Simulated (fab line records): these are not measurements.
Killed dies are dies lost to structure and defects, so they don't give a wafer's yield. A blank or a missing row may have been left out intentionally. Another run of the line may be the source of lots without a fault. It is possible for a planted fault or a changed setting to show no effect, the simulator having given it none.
Which tool was responsible? ; flow gf180mcu ; 12 lots with 34 wafers sampled at 5 steps, on a route of 602 steps

## WHAT THE GAUGES SHOWED, per wafer
GF_MIM_RS_MEAS_10: uses a four-point probe to measure. Usual: for MIM_ALCU_RS the level is 0.1608 ohm/sq and the standard deviation is 0.0016.
lot;measured;on;MIM_ALCU_RS (ohm/sq);flag
L249;day 24 11:36;film metro-04;0.1626 0.1623 0.1624;
L250;day 24 20:51;film metro-02;0.1589 0.1614 0.1594;
L254;day 26 07:23;film metro-02;0.1587 0.1621;
L255;day 26 20:05;film metro-01;0.1584 0.1585;
L256;day 27 16:16;film metro-04;0.1603 0.1598 0.1586;
L264;day 29 12:51;film metro-02;0.1625 0.1579 0.1605;
L265;day 30 00:06;film metro-04;0.1582 0.1599 0.1576;
L268;day 30 13:57;film metro-02;0.1599 0.1595 0.1590;
L269;day 30 18:52;film metro-04;0.1613 0.1617 0.1606;
L270;day 31 01:30;film metro-01;0.1604 0.1583 0.1628;
L271;day 31 10:26;film metro-02;0.1647 0.1610 0.1629;
L272;day 31 11:48;film metro-01;0.1599 0.1601 0.1614;

## WHICH TOOL RAN EACH LOT (tool, then ch and the chambers of the sampled wafers, then the start)
lot;GF_STI_ETCH_14;GF_STI_STRIP_15;GF_M2_SPUTTER_00;GF_M3_SPUTTER_04
L249;rie si-01 ch 0,2,3, day 2 01:37;plasma asher-04 ch 0,1, day 2 01:41;pvd sputter-03, day 18 03:44;pvd sputter-04, day 20 08:19
L250;rie si-01 ch 2,3, day 2 06:46;plasma asher-02 ch 0, day 2 06:50;pvd sputter-02, day 18 13:53;pvd sputter-04, day 20 18:47
L254;rie si-02 ch 0,1, day 3 03:48;plasma asher-01 ch 0,1, day 3 03:52;pvd sputter-03, day 20 06:07;pvd sputter-02, day 22 09:02
L255;rie si-02 ch 2,3, day 3 08:51;plasma asher-04 ch 1, day 3 08:57;pvd sputter-04, day 20 20:35;pvd sputter-01, day 22 22:49
L256;rie si-02 ch 2,3, day 3 15:43;plasma asher-04 ch 0, day 3 15:47;pvd sputter-04, day 21 20:56;pvd sputter-01, day 23 21:57
L264;rie si-01 ch 0,3, day 5 06:20;plasma asher-04 ch 0,1, day 5 06:25;pvd sputter-02, day 23 23:59;pvd sputter-01, day 25 23:10
L265;rie si-01 ch 0,2,3, day 5 12:20;plasma asher-01 ch 0,1, day 5 12:25;pvd sputter-04, day 24 13:00;pvd sputter-02, day 26 11:04
L268;rie si-02 ch 2,3, day 6 05:50;plasma asher-01 ch 1, day 6 05:55;pvd sputter-02, day 25 04:23;pvd sputter-01, day 27 02:04
L269;rie si-02 ch 0,2, day 6 09:59;plasma asher-01 ch 0,1, day 6 10:04;pvd sputter-03, day 25 11:43;pvd sputter-04, day 27 07:45
L270;rie si-02 ch 0,3, day 6 14:08;plasma asher-02 ch 0,1, day 6 14:12;pvd sputter-02, day 25 19:22;pvd sputter-02, day 27 14:45
L271;rie si-02 ch 1,2,3, day 6 18:47;plasma asher-01 ch 0,1, day 6 18:53;pvd sputter-03, day 26 05:26;pvd sputter-04, day 28 00:17
L272;rie si-01 ch 1,2,3, day 6 23:08;plasma asher-01 ch 0,1, day 6 23:15;pvd sputter-04, day 26 07:25;pvd sputter-02, day 28 03:20
- GF_STI_ETCH_14: etches Si in HBr/Cl2/O2, target depth 360 nm, time 102.9 s.
- GF_STI_STRIP_15: strips in O2/N2.
- GF_M2_SPUTTER_00: material Ti, target thk 37.5 nm, time 150 s.
- GF_M3_SPUTTER_04: material TiN, target thk 50 nm, time 41.7 s.

## WHAT THE TOOLS THEMSELVES READ (means of the sampled wafers that have a number; where no wafer has one, the mark that the record gives instead)
GF_STI_ETCH_14. Usual: drypump motor current A 5.8 A, standard deviation 0.45; oes product au 0.994 a.u., standard deviation 0.0092; rf fwd power W 597.3 W, standard deviation 1.9; run length s 131.3 s, standard deviation 0.52; throttle valve pct 25.660 %, standard deviation 0.011.
lot;tool;drypump motor current A (A);oes product au (a.u.);rf fwd power W (W);run length s (s);throttle valve pct (%);flag
L249;rie si-01;6.0;0.990;597.5;131.8;25.659;
L250;rie si-01;6.0;0.996;595.1;131.8;25.662;
L254;rie si-02;6.0;1.001;594.0;124.6;25.652;OFF
L255;rie si-02;5.4;0.980;598.2;125.0;25.663;OFF
L256;rie si-02;5.4;0.990;596.2;126.8;25.660;OFF
L264;rie si-01;6.1;0.989;596.9;132.0;25.663;
L265;rie si-01;6.0;0.991;596.8;131.6;25.671;
L268;rie si-02;5.4;0.993;597.6;131.2;25.666;
L269;rie si-02;5.8;1.008;598.1;131.4;25.656;
L270;rie si-02;5.9;0.985;596.5;130.9;25.666;
L271;rie si-02;5.4;0.988;599.0;131.3;25.668;
L272;rie si-01;6.0;0.993;598.5;131.3;25.653;

GF_STI_STRIP_15. Usual: drypump motor current A 5.6 A, standard deviation 0.35; heater power w 315 W, standard deviation 36; oes product au 0.384 a.u., standard deviation 0.005; strip time to endpoint s 3.72 s, standard deviation 0.036.
lot;tool;drypump motor current A (A);heater power w (W);oes product au (a.u.);strip time to endpoint s (s);flag
L249;plasma asher-04;5.6;294;0.384;3.72;
L250;plasma asher-02;6.1;327;0.385;3.76;
L254;plasma asher-01;5.4;306;0.388;3.80;
L255;plasma asher-04;5.8;271;0.387;3.84;OFF
L256;plasma asher-04;5.3;321;0.387;3.80;
L264;plasma asher-04;5.5;304;0.384;3.69;
L265;plasma asher-01;5.4;292;0.385;3.74;
L268;plasma asher-01;5.3;318;0.388;3.75;
L269;plasma asher-01;5.4;292;0.379;3.71;
L270;plasma asher-02;6.2;371;0.380;3.65;
L271;plasma asher-01;5.3;304;0.384;3.71;
L272;plasma asher-01;5.4;299;0.386;3.73;

GF_M2_SPUTTER_00. Usual: substrate temp c 200.01 C, standard deviation 0.16; throttle valve pct 29.6 %, standard deviation 0.53.
lot;tool;substrate temp c (C);throttle valve pct (%);flag
L249;pvd sputter-03;200.14;30.4;
L250;pvd sputter-02;199.94;29.7;
L254;pvd sputter-03;200.01;30.6;
L255;pvd sputter-04;199.84;29.4;
L256;pvd sputter-04;200.10;29.1;
L264;pvd sputter-02;200.07;29.7;
L265;pvd sputter-04;199.91;29.5;
L268;pvd sputter-02;199.97;29.5;
L269;pvd sputter-03;199.95;30.5;
L270;pvd sputter-02;199.98;29.6;
L271;pvd sputter-03;199.91;30.2;
L272;pvd sputter-04;200.31;29.4;

GF_M3_SPUTTER_04. Usual: throttle valve pct reads 29.6 % (standard deviation 0.49).
lot;tool;throttle valve pct (%);flag
L249;pvd sputter-04;29.5;
L250;pvd sputter-04;29.4;
L254;pvd sputter-02;29.4;
L255;pvd sputter-01;29.0;
L256;pvd sputter-01;30.1;
L264;pvd sputter-01;30.0;
L265;pvd sputter-02;29.5;
L268;pvd sputter-01;29.5;
L269;pvd sputter-04;29.3;
L270;pvd sputter-02;29.6;
L271;pvd sputter-04;29.4;
L272;pvd sputter-02;29.7;

## THE ANSWER, worked out from the rows above alone
Rule: take the mean of a lot's wafers that have a number; if it is more than 3 standard deviations from the usual mean, the lot is off. A lot without any number at a reading at which 4 lots or more have one is off too. Any other lot the step has rows for is counted as sound. After the gauges, taken in route order, come the tools' own readings; for these a lot's mean is taken, as printed above. At the first step where some lot is off, the reading lying furthest off is the one used; lots without a number count as furthest.
Off, at GF_STI_ETCH_14 on run length s: L254, L255, L256.
A tool fits if, at that step or a process step before it, it ran every lot that is off, and no sound lot after the first of them. No candidate that was tried fits.

## WHAT WAS PUT IN BY THE SIMULATOR
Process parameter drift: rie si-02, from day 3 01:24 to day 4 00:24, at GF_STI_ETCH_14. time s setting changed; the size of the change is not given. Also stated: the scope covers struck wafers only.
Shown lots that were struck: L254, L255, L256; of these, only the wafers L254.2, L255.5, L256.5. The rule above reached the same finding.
